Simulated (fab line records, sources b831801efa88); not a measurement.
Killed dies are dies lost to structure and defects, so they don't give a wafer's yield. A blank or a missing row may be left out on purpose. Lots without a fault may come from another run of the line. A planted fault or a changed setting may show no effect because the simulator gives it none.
Chamber matching | flow gf180mcu | GF_V5_ETCH_16 on rie_diel-01: 4 sister chambers
The step etches BARC in N2/H2. 14 wafers are shown with their chamber, then 7 later ones without.

WAFERS WITH THEIR CHAMBER
wafer  | chamber | throttle_valve_pct (%) | oes_product_au (a.u.)
L369.1 | 3       | 13.228                 | 0.858
L369.5 | 2       | 13.225                 | 0.860
L369.6 | 1       | 13.209                 | 0.856
L372.1 | 2       | 13.210                 | 0.855
L372.3 | 3       | 13.223                 | 0.858
L372.4 | 0       | 13.223                 | 0.853
L373.3 | 0       | 13.213                 | 0.857
L373.4 | 0       | 13.231                 | 0.847
L373.5 | 2       | 13.216                 | 0.846
L381.1 | 0       | 13.229                 | 0.855
L381.2 | 2       | 13.220                 | 0.862
L381.3 | 1       | 13.226                 | 0.857
L385.1 | 0       | 13.237                 | 0.858
L385.2 | 2       | 13.218                 | 0.847

SIGNATURES (means of the wafers above)
reading            | chamber 0 | chamber 1 | chamber 2 | chamber 3 | scatter within a chamber
throttle_valve_pct | 13.22660  | 13.21750  | 13.21780  | 13.22550  | 0.0078
oes_product_au     | 0.85400   | 0.85650   | 0.85400   | 0.85800   | 0.00539
Rule: a wafer's distance from a chamber is the root of the sum, over the readings, of the square of ((its reading less the chamber's mean) divided by the reading's scatter). The wafer belongs to the nearest chamber; if the next one is less than 2 further off, it can't be placed. The scatter: the root of (the sum of the squares of (reading less its chamber's mean) over the shown wafers, divided by (wafers less chambers)).

WAFERS WITHOUT THEIR CHAMBER
wafer  | throttle_valve_pct (%) | oes_product_au (a.u.)
L385.5 | 13.222                 | 0.861
L387.2 | 13.229                 | 0.858
L387.3 | 13.209                 | 0.856
L387.6 | 13.224                 | 0.865
L390.1 | 13.236                 | 0.864
L390.3 | 13.238                 | 0.859
L390.5 | 13.223                 | 0.857

WHICH CHAMBER EACH WENT THROUGH
wafer  | from the rows above               | in truth
L385.5 | can't be placed: 3 or 1 or 2 or 0 | 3
L387.2 | can't be placed: 3 or 0 or 1 or 2 | 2
L387.3 | can't be placed: 1 or 2 or 3 or 0 | 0
L387.6 | can't be placed: 3 or 1 or 0 or 2 | 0
L390.1 | can't be placed: 3 or 0 or 1 or 2 | 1
L390.3 | can't be placed: 3 or 0 or 1 or 2 | 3
L390.5 | can't be placed: 3 or 1 or 0 or 2 | 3
Placed correctly: 0 of 7. Can't be placed from these rows: 7 (the true chamber is among the candidates in 7). Placed wrongly: 0.
